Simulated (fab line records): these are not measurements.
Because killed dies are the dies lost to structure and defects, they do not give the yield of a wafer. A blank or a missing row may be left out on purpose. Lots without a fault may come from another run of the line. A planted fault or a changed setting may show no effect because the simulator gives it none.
Chamber matching    flow gf180mcu    GF_CONTACT_CVD_02 on pecvd-02 has 3 sister chambers
The step deposits SiO2 from TEOS, target thk 860 nm, time 95.992 s. 16 wafers are shown with their chamber, then 8 later ones without.

== WAFERS WITH THEIR CHAMBER ==
wafer   chamber  heaterPowerW (W)  heaterPowerOuterW (W)
L204.1  1        679               380
L204.5  2        564               317
L204.6  1        751               427
L206.1  0        667               411
L206.2  2        650               386
L206.4  1        608               330
L210.3  0        588               344
L210.4  0        630               386
L210.6  2        674               408
L213.2  2        707               409
L213.4  0        622               373
L213.5  1        625               341
L214.3  2        655               412
L214.4  0        689               439
L214.6  1        734               412
L222.3  2        695               434

SIGNATURES (means of the wafers above)
reading            chamber 0  chamber 1  chamber 2  scatter within a chamber
heaterPowerW       639.20     679.40     657.50     52.1
heaterPowerOuterW  390.60     378.00     394.33     40
Rule: distance of a wafer from a chamber = root of the sum over the readings of ((wafer's reading minus chamber's mean) / reading's scatter) squared. If the next closest chamber is less than 2 further off than the closest, the wafer can't be placed; otherwise it belongs to the closest. The scatter: the root of (the sum of the squares of (reading less its chamber's mean) over the shown wafers, divided by (wafers less chambers)).

== WAFERS MISSING THEIR CHAMBER ==
wafer   heaterPowerW (W)  heaterPowerOuterW (W)
L222.5  703               432
L222.6  724               409
L223.3  689               430
L223.4  710               400
L223.5  709               413
L224.1  618               368
L224.3  726               429
L224.4  663               398

== WHICH CHAMBER EACH WENT THROUGH ==
wafer   from the rows above           in truth
L222.5  can't be placed: 2 or 1 or 0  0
L222.6  can't be placed: 1 or 2 or 0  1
L223.3  can't be placed: 2 or 1 or 0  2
L223.4  can't be placed: 1 or 2 or 0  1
L223.5  can't be placed: 1 or 2 or 0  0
L224.1  can't be placed: 0 or 2 or 1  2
L224.3  can't be placed: 1 or 2 or 0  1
L224.4  can't be placed: 2 or 0 or 1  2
Placed correctly: 0 of 8. Unplaceable from these rows: 8, with the true chamber sitting among the candidates in 8. 0 placed wrongly.
